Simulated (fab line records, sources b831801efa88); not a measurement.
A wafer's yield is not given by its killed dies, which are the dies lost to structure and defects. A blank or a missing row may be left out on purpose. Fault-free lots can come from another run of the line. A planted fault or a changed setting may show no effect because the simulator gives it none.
Comparing a struck lot with a sound one	flow sky130	15 steps out of a route of 708
Sound: these wafers, L921.2, L921.3, L921.4. Wafers struck: L918.2, L918.4, L918.5. Last of all comes the cause.
Per side, at each step with rows, come the tool, then ch with its chambers, and then its first start. Under that, the readings that differ: sound wafers	struck wafers	difference of the means	sigmas: that difference in standard deviations of wafers without a fault.
alike: readings whose means differ by less than 2 such deviations, and words and numbers that are the same on both sides. not compared: withheld readings, readings that some wafer has no value for, bounds like >300 that may hide the same value, and numbers for which the record gives no deviation and whose values overlap.
The two part at a step that has a row with sigmas, a row that says differs or no value, or rows on one side only. When numbers do not overlap yet have no deviation, they are printed without sigmas and do not part them. A reading that every wafer of one side lacks parts them only if that side has two wafers or more.

first, 7 steps without rows for these wafers: SKY_VIA3_HMDS_05 (prime time 60 s); SKY_VIA3_COAT_06 (resist thk 60 nm); SKY_VIA3_COAT_07 (resist thk 450 nm); SKY_VIA3_SOFTBAKE_08 (time 90 s); SKY_VIA3_EXPOSE_09 (exposes mask VIM3, target cd 200 nm); SKY_VIA3_PEB_10; SKY_VIA3_DEVELOP_11 (develop time 60 s).
SKY_VIA3_CD_MEAS_12 targets a cd of 200 nm.
  sound on cd-sem-01, day 44 18:58; struck on cd-sem-02, day 43 21:01
  alike: cd-nm
SKY_VIA3_OVL_MEAS_13:
  sound on overlay-02, day 44 19:04; struck on overlay-02, day 43 21:07
  alike: VIA3_OVL
SKY_VIA3_ETCH_14: etches BARC in N2/H2, stops on SiO2, time 45.9 s, target depth 60 nm.
  sound on rie-diel-03 ch 0,1,2, day 44 19:06; struck on rie-diel-04 ch 1,3, day 43 21:08
  alike: drypump-motor-current-A, oes-product-au, throttle-valve-pct
  not compared: rf-hours-counter-h
SKY_VIA3_ETCH_15: etches SiO2 in C4F8/O2/Ar, stops on TiN, target depth 507 nm, time 78 s.
  sound on rie-diel-03 ch 0,1,2, day 44 19:08; struck on rie-diel-04 ch 1,3, day 43 21:11
  alike: oes-product-au
  not compared: rf-hours-counter-h
SKY_VIA3_STRIP_16: strips in O2/N2.
  sound on plasma-asher-02 ch 0,1, day 44 19:12; struck on plasma-asher-02 ch 0,1, day 43 21:15
  alike: chamber-pressure-mTorr, drypump-motor-current-A, oes-product-au, strip-time-to-endpoint-s
  not compared: rf-hours-counter-h
SKY_VIA3_STRIP_17: strips in post etch residue remover, time 1200 s.
  sound on wet-bench-01 ch 0, day 44 19:18; struck on wet-bench-02 ch 3, day 43 21:21
  no value came back on the struck wafers for bath-guard-temp-C (C), bath-heat-duty-pct (%), temp-c (C); on the sound wafers bath-guard-temp-C (C) reads 71.4 71.5 71.5
then, 1 step without rows for these wafers: SKY_VIA3_CLEAN_18 (cleans in IPA, time 180 s).
-- the record jumps here: 5 days lie between the struck wafers' starts before and after (it left off in module VIA3 and takes up again in module PAD_OPEN, whose first step shown is number 708 of the route) --
SKY_PAD_OPEN_PROBE_99:
  sound on prober-01, day 49 22:39; struck on prober-02, day 49 08:19
reading	sound	struck	difference	sigmas
killed-at-contacts	30 17 20	41 25 36	+12	+2
model.etest.via3-chain.rc-ohm	9.124 9.572 9.345	11.87 11.46 11.83	+2.37	
  alike: defect-limited-yield, killed_at_M0_to_M3, killed_at_M4_up, killed-at-front-end, killed-at-other, killed-dies, killed-open, killed-short, sort_bin_3_pad_short, sort_bin_5_function, sort_bin_6_memory, sort-n-pass, sort-yield-pct

== WHERE THEY PART ==
Last at SKY_PAD_OPEN_PROBE_99 as far as this record goes, first at SKY_VIA3_STRIP_17.

WHY: what had been put in by the simulator
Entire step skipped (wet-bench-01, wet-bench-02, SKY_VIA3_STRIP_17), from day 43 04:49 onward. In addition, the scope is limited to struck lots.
